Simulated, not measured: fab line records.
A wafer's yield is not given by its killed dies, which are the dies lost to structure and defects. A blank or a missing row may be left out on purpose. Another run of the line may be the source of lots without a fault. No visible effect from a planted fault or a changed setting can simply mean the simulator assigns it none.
Which tool is to blame? / flow sky130 / Sampling: 14 lots, 40 wafers, 5 of 708 route steps

== WHAT THE GAUGES READ, wafer by wafer ==
SKY_SONOS_TUNNEL_CD_MEAS_07: target cd 410 nm.
lot=L808; measured=day 11 06:46; on=cd-sem-02; cd-nm (nm)=410.4 410.9 409.7
lot=L809; measured=day 11 16:07; on=cd-sem-01; cd-nm (nm)=407.5 407.7 409.6
lot=L811; measured=day 12 11:47; on=cd-sem-01; cd-nm (nm)=407.8 408.4 408.1
lot=L812; measured=day 12 14:47; on=cd-sem-02; cd-nm (nm)=407.9 408.2 408.5
lot=L814; measured=day 13 06:28; on=cd-sem-01; cd-nm (nm)=406.4 405.7 406.2
lot=L815; measured=day 13 11:58; on=cd-sem-01; cd-nm (nm)=411.4 411.5 411.8
lot=L816; measured=day 13 20:14; on=cd-sem-02; cd-nm (nm)=408.3 406.5 407.8
lot=L817; measured=day 14 00:17; on=cd-sem-01; cd-nm (nm)=411.1 409.7 410.5
lot=L819; measured=day 14 23:41; on=cd-sem-01; cd-nm (nm)=409.1 409.8 408.8
lot=L820; measured=day 15 07:04; on=cd-sem-01; cd-nm (nm)=410.3 411.6 410.7
lot=L825; measured=day 16 16:22; on=cd-sem-01; cd-nm (nm)=412.1 410.8
lot=L826; measured=day 16 22:16; on=cd-sem-02; cd-nm (nm)=408.9 409.6 410.5
lot=L828; measured=day 17 13:37; on=cd-sem-01; cd-nm (nm)=411.9 410.0
lot=L831; measured=day 18 11:44; on=cd-sem-02; cd-nm (nm)=412.3 412.5 410.6

SKY_SONOS_ONO_CD_MEAS_13: target cd 410 nm.
lot=L808; measured=day 12 13:23; on=cd-sem-02; cd-nm (nm)=409.8 410.0 410.9
lot=L809; measured=day 12 23:11; on=cd-sem-01; cd-nm (nm)=413.8 412.0 411.2
lot=L811; measured=day 13 20:41; on=cd-sem-01; cd-nm (nm)=405.2 404.7 402.9
lot=L812; measured=day 13 22:30; on=cd-sem-02; cd-nm (nm)=409.8 409.0 409.8
lot=L814; measured=day 14 13:13; on=cd-sem-01; cd-nm (nm)=411.8 412.3 413.3
lot=L815; measured=day 14 20:19; on=cd-sem-02; cd-nm (nm)=411.4 409.8 411.7
lot=L816; measured=day 15 05:33; on=cd-sem-01; cd-nm (nm)=411.2 410.8 412.0
lot=L817; measured=day 15 08:01; on=cd-sem-02; cd-nm (nm)=407.3 411.5 412.1
lot=L819; measured=day 16 11:35; on=cd-sem-01; cd-nm (nm)=407.4 409.7 408.7
lot=L820; measured=day 16 17:53; on=cd-sem-02; cd-nm (nm)=406.3 406.4 406.8
lot=L825; measured=day 18 04:23; on=cd-sem-02; cd-nm (nm)=408.0 407.2
lot=L826; measured=day 18 13:11; on=cd-sem-01; cd-nm (nm)=412.9 411.9 409.8
lot=L828; measured=day 19 05:02; on=cd-sem-02; cd-nm (nm)=411.1 411.0
lot=L831; measured=day 20 04:02; on=cd-sem-01; cd-nm (nm)=413.4 414.6 412.6

SKY_GATE_OXIDE_THK_MEAS_02.
lot=L808; measured=day 12 19:18; on=film-metro-03; GATE_OXIDE_OXIDATION_00_THK (nm)=10.34 10.10 10.20
lot=L809; measured=day 13 02:56; on=film-metro-03; GATE_OXIDE_OXIDATION_00_THK (nm)=10.68 10.42 10.38
lot=L811; measured=day 14 00:11; on=film-metro-02; GATE_OXIDE_OXIDATION_00_THK (nm)=9.95 9.94 10.05
lot=L812; measured=day 14 01:36; on=film-metro-02; GATE_OXIDE_OXIDATION_00_THK (nm)=10.18 10.46 10.08
lot=L814; measured=day 14 16:02; on=film-metro-04; GATE_OXIDE_OXIDATION_00_THK (nm)=10.62 10.63 10.68
lot=L815; measured=day 14 23:47; on=film-metro-04; GATE_OXIDE_OXIDATION_00_THK (nm)=10.70 10.55 10.73
lot=L816; measured=day 15 09:22; on=film-metro-04; GATE_OXIDE_OXIDATION_00_THK (nm)=10.20 10.28 10.35
lot=L817; measured=day 15 10:51; on=film-metro-03; GATE_OXIDE_OXIDATION_00_THK (nm)=10.70 10.52 10.62
lot=L819; measured=day 16 21:02; on=film-metro-02; GATE_OXIDE_OXIDATION_00_THK (nm)=10.81 10.76 10.73
lot=L820; measured=day 16 21:02; on=film-metro-04; GATE_OXIDE_OXIDATION_00_THK (nm)=10.57 10.77 10.47
lot=L825; measured=day 18 13:01; on=film-metro-03; GATE_OXIDE_OXIDATION_00_THK (nm)=10.25 10.21
lot=L826; measured=day 18 20:10; on=film-metro-03; GATE_OXIDE_OXIDATION_00_THK (nm)=10.46 10.15 10.22
lot=L828; measured=day 19 06:56; on=film-metro-03; GATE_OXIDE_OXIDATION_00_THK (nm)=10.36 10.41
lot=L831; measured=day 20 05:55; on=film-metro-03; GATE_OXIDE_OXIDATION_00_THK (nm)=10.34 10.37 10.27

SKY_GATE_OXIDE_TW_MEAS_14.
lot=L808; measured=day 13 19:32; on=film-metro-03; GATE_OXIDE_TW=224.5 225.0 226.6
lot=L809; measured=day 14 04:59; on=film-metro-03; GATE_OXIDE_TW=224.5 223.4 224.7
lot=L811; measured=day 15 03:04; on=film-metro-02; GATE_OXIDE_TW=225.2 225.1 225.0
lot=L812; measured=day 15 04:16; on=film-metro-03; GATE_OXIDE_TW=225.6 225.5 226.0
lot=L814; measured=day 15 19:40; on=film-metro-03; GATE_OXIDE_TW=223.7 224.0 225.6
lot=L815; measured=day 16 02:58; on=film-metro-03; GATE_OXIDE_TW=225.3 225.7 225.1
lot=L816; measured=day 16 13:10; on=film-metro-04; GATE_OXIDE_TW=227.2 227.8 226.8
lot=L817; measured=day 16 14:47; on=film-metro-03; GATE_OXIDE_TW=224.5 225.5 224.2
lot=L819; measured=day 18 00:47; on=film-metro-03; GATE_OXIDE_TW=223.6 223.5 224.4
lot=L820; measured=day 18 01:05; on=film-metro-02; GATE_OXIDE_TW=226.1 224.8 224.4
lot=L825; measured=day 19 18:53; on=film-metro-03; GATE_OXIDE_TW=218.3 222.8
lot=L826; measured=day 20 02:07; on=film-metro-02; GATE_OXIDE_TW=224.8 224.5 224.2
lot=L828; measured=day 20 13:22; on=film-metro-03; GATE_OXIDE_TW=220.4 220.2
lot=L831; measured=day 21 12:43; on=film-metro-04; GATE_OXIDE_TW=228.5 228.7 229.9

== TOOL THAT RAN EACH LOT (tool first, then ch and the chambers of the sampled wafers, then the start) ==
lot=L808; SKY_GATE_OXIDE_IMPLANT_11=implanter-01 ch 0, day 13 19:10
lot=L809; SKY_GATE_OXIDE_IMPLANT_11=implanter-02 ch 0, day 14 04:39
lot=L811; SKY_GATE_OXIDE_IMPLANT_11=implanter-03 ch 0, day 15 02:43
lot=L812; SKY_GATE_OXIDE_IMPLANT_11=implanter-03 ch 0, day 15 03:56
lot=L814; SKY_GATE_OXIDE_IMPLANT_11=implanter-03 ch 0, day 15 19:19
lot=L815; SKY_GATE_OXIDE_IMPLANT_11=implanter-03 ch 0, day 16 02:37
lot=L816; SKY_GATE_OXIDE_IMPLANT_11=implanter-03 ch 0, day 16 12:50
lot=L817; SKY_GATE_OXIDE_IMPLANT_11=implanter-02 ch 0, day 16 14:28
lot=L819; SKY_GATE_OXIDE_IMPLANT_11=implanter-03 ch 0, day 18 00:27
lot=L820; SKY_GATE_OXIDE_IMPLANT_11=implanter-01 ch 0, day 18 00:45
lot=L825; SKY_GATE_OXIDE_IMPLANT_11=implanter-03 ch 0, day 19 18:32
lot=L826; SKY_GATE_OXIDE_IMPLANT_11=implanter-02 ch 0, day 20 01:46
lot=L828; SKY_GATE_OXIDE_IMPLANT_11=implanter-03 ch 0, day 20 13:01
lot=L831; SKY_GATE_OXIDE_IMPLANT_11=implanter-02 ch 0, day 21 12:22
- SKY_GATE_OXIDE_IMPLANT_11

== AS READ BY THE TOOLS THEMSELVES (means over the sampled wafers that have a number; for cases with no such wafer, the mark the record gives instead) ==
SKY_GATE_OXIDE_IMPLANT_11.
lot=L808 tool=implanter-01 dose-ions-cm2=2.6017e+12
lot=L809 tool=implanter-02 dose-ions-cm2=2.6003e+12
lot=L811 tool=implanter-03 dose-ions-cm2=2.5987e+12
lot=L812 tool=implanter-03 dose-ions-cm2=2.6008e+12
lot=L814 tool=implanter-03 dose-ions-cm2=2.5967e+12
lot=L815 tool=implanter-03 dose-ions-cm2=2.5999e+12
lot=L816 tool=implanter-03 dose-ions-cm2=2.6019e+12
lot=L817 tool=implanter-02 dose-ions-cm2=2.5991e+12
lot=L819 tool=implanter-03 dose-ions-cm2=2.5966e+12
lot=L820 tool=implanter-01 dose-ions-cm2=2.5988e+12
lot=L825 tool=implanter-03 dose-ions-cm2=2.5971e+12
lot=L826 tool=implanter-02 dose-ions-cm2=2.6031e+12
lot=L828 tool=implanter-03 dose-ions-cm2=2.6006e+12
lot=L831 tool=implanter-02 dose-ions-cm2=2.5967e+12

== THE ANSWER, worked out from the rows above alone ==
Rule: usual is defined by the lots themselves. The widest of any qualifying gaps counts: lots, ordered by their means at a reading, are off when they make up no more than a third of the lots, leave a main group of 4 or more, and stand apart from it by 3 or more times the standard deviation of that group's means. A main group is skipped when, at the precision printed for the reading in the tables above, its means are all equal. A lot without any number at a reading at which 4 lots or more have one is off too. Where the step has rows for the other lots, those lots are counted as sound. Order of review: gauges by route order, followed by the tools' own readings, for which a lot's mean as printed above is used. At the first step where some lot is off, the reading lying furthest off is the one used; lots without a number count as furthest.
Nothing can be told from this: no lot is off at any reading shown.

== WHAT THE SIMULATOR HAD PUT IN ==
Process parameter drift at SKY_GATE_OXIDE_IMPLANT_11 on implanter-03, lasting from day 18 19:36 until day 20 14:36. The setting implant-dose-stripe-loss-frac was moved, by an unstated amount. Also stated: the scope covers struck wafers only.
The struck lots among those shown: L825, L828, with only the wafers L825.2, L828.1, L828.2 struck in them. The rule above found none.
